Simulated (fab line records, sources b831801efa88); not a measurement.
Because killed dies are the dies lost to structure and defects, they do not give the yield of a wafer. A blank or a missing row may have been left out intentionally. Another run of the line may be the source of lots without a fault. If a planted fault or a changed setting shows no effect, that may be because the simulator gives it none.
A struck lot beside a sound one | flow sky130 | 14 steps out of a route of 708
Sound: the wafers L874.1, L874.2, L874.3. Wafers L882.2, L882.3, L882.5 were the ones struck. The cause is named last.
Each step with rows lists, per side, the tool, then ch with its chambers, then its first start. Under that, the readings that differ: sound wafers | struck wafers | difference of the means | sigmas: that difference in standard deviations of wafers without a fault.
alike: readings with means less than 2 such deviations apart, plus words and numbers identical on both sides. not compared: withheld readings, readings lacking a value on some wafer, bounds such as >300 that could conceal the same value, and numbers that have no deviation in the record and whose values overlap.
A row with sigmas, a row that says differs or no value, or rows on one side alone: a step with any of these is where the two part. When numbers do not overlap yet have no deviation, they are printed without sigmas and do not part them. A reading missing from all wafers of one side parts the sides only when that side holds two or more wafers.

SKY_LI_CONTACT_CVD_21: deposits W, target thk 400 nm, time 120.56 s.
  sound on cvdW-01 ch 0,1, day 29 15:25; struck on cvdW-01 ch 1, day 32 15:06
  alike: chamberPressureTorr, heaterPowerW
SKY_LI_CONTACT_RS_MEAS_22: measures by four-point-probe.
  sound: filmMetro-03 at day 29 15:33; struck: filmMetro-03 at day 32 15:14
  alike: LI_CONTACT_W_RS
SKY_LI_CONTACT_THK_MEAS_23: measures by xrf.
  sound: filmMetro-03 at day 29 15:40; struck: filmMetro-03 at day 32 15:21
  alike: LI_CONTACT_W_THK
SKY_LI_CONTACT_CMP_24: polishes, stops on PSG, t overpolish 20 s, target thk 0 nm.
  sound on cmp-02 ch 0,2,3, day 29 15:44; struck on cmp-01 ch 0,2, day 32 15:27
  alike: motorCurrentA, overpolishRunS, timeToEndpointS
SKY_LOCAL_INTERCONNECT_SPUTTER_00: material TiN, target thk 100 nm, time 83.3 s.
  sound: pvdSputter-03 at day 29 16:02; struck: pvdSputter-02 at day 32 15:42
  alike: cathodeDcPowerW, throttleValvePct
SKY_LOCAL_INTERCONNECT_RS_MEAS_01: measures by four-point-probe.
  sound: filmMetro-01 at day 29 16:05; struck: filmMetro-01 at day 32 15:47
  alike: LOCAL_INTERCONNECT_TIN_RS
SKY_LOCAL_INTERCONNECT_THK_MEAS_02: measures by xrf.
  sound: filmMetro-01 at day 29 16:13; struck: filmMetro-01 at day 32 15:53
  alike: LOCAL_INTERCONNECT_TIN_THK
then, 5 steps without rows for these wafers: SKY_LOCAL_INTERCONNECT_DEHYDRATE_03 (time 60 s); SKY_LOCAL_INTERCONNECT_HMDS_04 (prime time 60 s); SKY_LOCAL_INTERCONNECT_COAT_05 (resist thk 60 nm); SKY_LOCAL_INTERCONNECT_COAT_06 (resist thk 450 nm); SKY_LOCAL_INTERCONNECT_SOFTBAKE_07 (time 90 s).
SKY_LOCAL_INTERCONNECT_EXPOSE_08: exposes mask LI1M, target cd 170 nm.
  sound on krfScanner-02 ch 0, day 30 06:36; struck on krfScanner-01, day 33 05:22
  no value came back on the struck wafers for exposureDoseMJCm2, focusOffsetNm (nm), na; on the sound wafers exposureDoseMJCm2 reads 28.02 28.02 28.01
  alike: mask
next, for these wafers, 1 step has no rows: SKY_LOCAL_INTERCONNECT_PEB_09.

WHERE THEY PART
Only at SKY_LOCAL_INTERCONNECT_EXPOSE_08, as far as this record shows.

WHY: what the simulator had put in
Entire step skipped (krfScanner-01, SKY_LOCAL_INTERCONNECT_EXPOSE_08), from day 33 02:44 onward. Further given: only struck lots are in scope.
